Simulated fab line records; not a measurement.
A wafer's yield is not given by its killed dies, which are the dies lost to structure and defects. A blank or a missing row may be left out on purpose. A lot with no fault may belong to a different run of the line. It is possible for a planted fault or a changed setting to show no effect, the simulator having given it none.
Which tool did it?    flow sky130    12 lots, 36 wafers sampled, at 5 steps of a route of 708

WHAT EACH GAUGE READ, for each wafer
SKY_RES_PROTECT_TW_MEAS_08. Usual: for POLY_GATE_TW the level is 4034 and the standard deviation is 36.
lot   measured      on            POLY_GATE_TW    flag
L272  day 15 04:40  filmMetro-03  3980 3971 3970  
L273  day 15 15:45  filmMetro-02  4013 4057 4042  
L274  day 16 00:10  filmMetro-02  4052 4037 4055  
L275  day 16 07:41  filmMetro-04  4039 4054 4038  
L278  day 17 17:51  filmMetro-02  4022 4043 4026  
L284  day 21 00:06  filmMetro-03  4003 3985 3997  
L286  day 21 05:27  filmMetro-02  4040 4022 4008  
L287  day 21 15:02  filmMetro-04  4113 4094 4084  
L289  day 21 21:44  filmMetro-03  3983 3977 3983  
L291  day 22 11:04  filmMetro-02  4024 4010 4016  
L292  day 22 13:46  filmMetro-04  4088 4077 4062  
L293  day 23 02:29  filmMetro-03  4041 4008 4030  

SKY_LDD_HVN_TW_MEAS_10. Usual: for LDD_HVN_TW the level is 1439 and the standard deviation is 14.
lot   measured      on            LDD_HVN_TW                     flag
L272  day 20 09:17  filmMetro-04  1449 1457 1439                 
L273  day 20 22:19  filmMetro-02  1428 1438 1432                 
L274  day 21 06:37  filmMetro-04  1447 1445 1445                 
L275  day 21 14:40  filmMetro-04  1453 1454 1452                 
L278  day 23 03:25  filmMetro-02  1433 1436 1437                 
L284  day 26 04:17  filmMetro-04  3021 3011 3016 3020 3033 3019  OFF
L286  day 26 10:22  filmMetro-04  3040 3011 3014 3029 3014 3029  OFF
L287  day 26 21:13  filmMetro-01  2949 2946 2938 2956 2946 2947  OFF
L289  day 27 02:17  filmMetro-04  1460 1467 1456                 
L291  day 27 14:16  filmMetro-01  1413 1423 1416                 
L292  day 27 16:07  filmMetro-01  1427 1415 1414                 
L293  day 28 05:07  filmMetro-04  1438 1456 1452                 

SKY_LDD_LDN_OVL_MEAS_07. Usual: for LDD_LDN_OVL the level is -0.7 nm and the standard deviation is 1.3.
lot   measured      on          LDD_LDN_OVL (nm)  flag
L272  day 22 23:14  overlay-02  -4.3 -2.8 -3.4    
L273  day 23 12:14  overlay-01  0.3 -1.2 0.4      
L274  day 23 19:39  overlay-01  0.1 -2.2 -2.0     
L275  day 24 03:21  overlay-02  0.4 0.1 -0.8      
L278  day 25 15:45  overlay-01  0.9 1.7 2.5       
L289  day 29 11:53  overlay-02  0.7 0.4 0.1       
L291  day 29 23:13  overlay-01  -0.4 -1.2 -1.1    
L292  day 30 00:41  overlay-02  -2.9 -2.2 -2.6    
L293  day 30 12:56  overlay-02  -3.8 -2.2 -1.2    

TOOL THAT RAN EACH LOT (tool first, then ch and the chambers of the sampled wafers, then the start)
lot   SKY_RES_PROTECT_STRIP_07             SKY_LDD_HVN_IMPLANT_08
L272  plasmaAsher-04 ch 1, day 15 04:33    implanter-01 ch 0, day 20 09:03
L273  plasmaAsher-02 ch 0,1, day 15 15:39  implanter-01 ch 0, day 20 22:04
L274  plasmaAsher-02 ch 0,1, day 16 00:03  implanter-01 ch 0, day 21 06:22
L275  plasmaAsher-03 ch 0,1, day 16 07:35  implanter-03 ch 0, day 21 14:25
L278  plasmaAsher-02 ch 0,1, day 17 17:44  implanter-03 ch 0, day 23 03:11
L284  plasmaAsher-03 ch 0,1, day 21 00:01  implanter-03 ch 0, day 26 04:04
L286  plasmaAsher-04 ch 0,1, day 21 05:21  implanter-03 ch 0, day 26 10:07
L287  plasmaAsher-02 ch 0,1, day 21 14:56  implanter-03 ch 0, day 26 20:58
L289  plasmaAsher-04 ch 0,1, day 21 21:38  implanter-01 ch 0, day 27 02:02
L291  plasmaAsher-02 ch 0,1, day 22 10:58  implanter-02 ch 0, day 27 14:04
L292  plasmaAsher-02 ch 0,1, day 22 13:39  implanter-02 ch 0, day 27 15:53
L293  plasmaAsher-04 ch 0,1, day 23 02:23  implanter-02 ch 0, day 28 04:52
- SKY_RES_PROTECT_STRIP_07: strips in O2/N2.
- SKY_LDD_HVN_IMPLANT_08

AS READ BY THE TOOLS THEMSELVES (means over the sampled wafers that have a number; for cases with no such wafer, the mark the record gives instead)
SKY_RES_PROTECT_STRIP_07. Usual: drypumpMotorCurrentA 5.5 A, standard deviation 0.34; n2FlowSccm 300.0 sccm, standard deviation 0.88; o2FlowSccm 3000 sccm, standard deviation 10; oesProductAu 0.518 a.u., standard deviation 0.0047; stripTimeToEndpointS 23.28 s, standard deviation 0.044.
lot   tool            drypumpMotorCurrentA (A)  n2FlowSccm (sccm)  o2FlowSccm (sccm)  oesProductAu (a.u.)  stripTimeToEndpointS (s)  flag
L272  plasmaAsher-04  5.0                       300.8              3005               0.517                23.31                     
L273  plasmaAsher-02  5.5                       299.8              2997               0.520                23.35                     
L274  plasmaAsher-02  5.5                       300.2              3004               0.517                23.29                     
L275  plasmaAsher-03  5.9                       299.5              2992               0.518                23.29                     
L278  plasmaAsher-02  5.5                       300.5              2995               0.519                23.24                     
L284  plasmaAsher-03  6.0                       299.3              3013               0.517                23.27                     
L286  plasmaAsher-04  5.1                       299.4              2996               0.515                23.32                     
L287  plasmaAsher-02  5.5                       299.9              3014               0.515                23.25                     
L289  plasmaAsher-04  5.1                       301.2              3005               0.523                23.20                     
L291  plasmaAsher-02  5.5                       299.4              3002               0.514                23.23                     
L292  plasmaAsher-02  5.6                       299.4              3001               0.520                23.30                     
L293  plasmaAsher-04  5.2                       300.5              3002               0.517                23.27                     

SKY_LDD_HVN_IMPLANT_08. Usual: beamEnergyKeV 60.002, standard deviation 0.018; beamOnS 10.00 s, standard deviation 0.22; doseIonsCm2 3e+13, standard deviation 3.3e+10; endStationPressureTorr 5.12e-06 Torr, standard deviation 2.7e-07; faradayCurrentUA 169, standard deviation 3.6.
lot   tool          beamEnergyKeV  beamOnS (s)  doseIonsCm2  endStationPressureTorr (Torr)  faradayCurrentUA  flag
L272  implanter-01  60.009         10.08        3e+13        5.40e-06                       168               
L273  implanter-01  60.007         10.08        3e+13        5.29e-06                       168               
L274  implanter-01  59.991         10.06        3e+13        5.11e-06                       168               
L275  implanter-03  59.980         9.73         3e+13        5.01e-06                       174               
L278  implanter-03  59.984         9.78         3e+13        5.11e-06                       172               
L284  implanter-03  59.995         11.91        3e+14        6.18e-06                       1560              OFF
L286  implanter-03  59.980         12.15        3e+14        5.89e-06                       1534              OFF
L287  implanter-03  59.987         12.03        3e+14        6.23e-06                       1554              OFF
L289  implanter-01  59.999         9.89         3e+13        5.23e-06                       171               
L291  implanter-02  60.011         9.96         3e+13        5.23e-06                       170               
L292  implanter-02  60.016         10.12        3e+13        5.21e-06                       167               
L293  implanter-02  60.011         10.06        3e+13        5.18e-06                       168               

THE ANSWER, worked out from the rows above alone
Rule: lot off if the mean of its wafers having a number is beyond 3 standard deviations from the usual mean. Also off: a lot with no number at a reading for which 4 or more lots have one. Where the step has rows for the other lots, those lots are counted as sound. First the gauges in route order, then the tools' own readings, where a lot's mean is used as printed above. The first step at which some lot is off is used, and at that step the reading that is off furthest; a lot without a number counts as furthest.
Off: L284, L286, L287, seen at SKY_LDD_HVN_TW_MEAS_10 (LDD_HVN_TW).
If a tool, at a process step before that reading, ran all the lots that are off and no sound lot after the first of them, it fits. The gauges at SKY_LDD_HVN_TW_MEAS_10 aren't tried: what is off there is off at SKY_LDD_HVN_IMPLANT_08 too, on other tools, and a gauge's error can't cause that. One fits: implanter-03 at SKY_LDD_HVN_IMPLANT_08. Its last sound lot is L278 (day 23 03:11), its first lot that is off L284 (day 26 04:04): a fault that began between those two fits.
The tool's own readings at SKY_LDD_HVN_IMPLANT_08 bear it out: on the lots that are off they differ by more than 5 times the standard deviation of the sound lots' means. beamOnS reads 12.03 s there against 9.97 s on the sound lots; doseIonsCm2 reads 3e+14 there against 3e+13 on the sound lots; endStationPressureTorr reads 6.10e-06 Torr there against 5.20e-06 Torr on the sound lots; faradayCurrentUA reads 1549 there against 170 on the sound lots.

WHAT THE SIMULATOR HAD INSERTED
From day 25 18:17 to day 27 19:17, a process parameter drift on implanter-03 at SKY_LDD_HVN_IMPLANT_08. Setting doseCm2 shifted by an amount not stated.
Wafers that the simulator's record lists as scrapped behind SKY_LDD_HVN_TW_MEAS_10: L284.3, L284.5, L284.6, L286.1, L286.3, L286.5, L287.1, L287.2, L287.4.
Lots struck among those shown: L284, L286, L287. The same result came from the rule above.
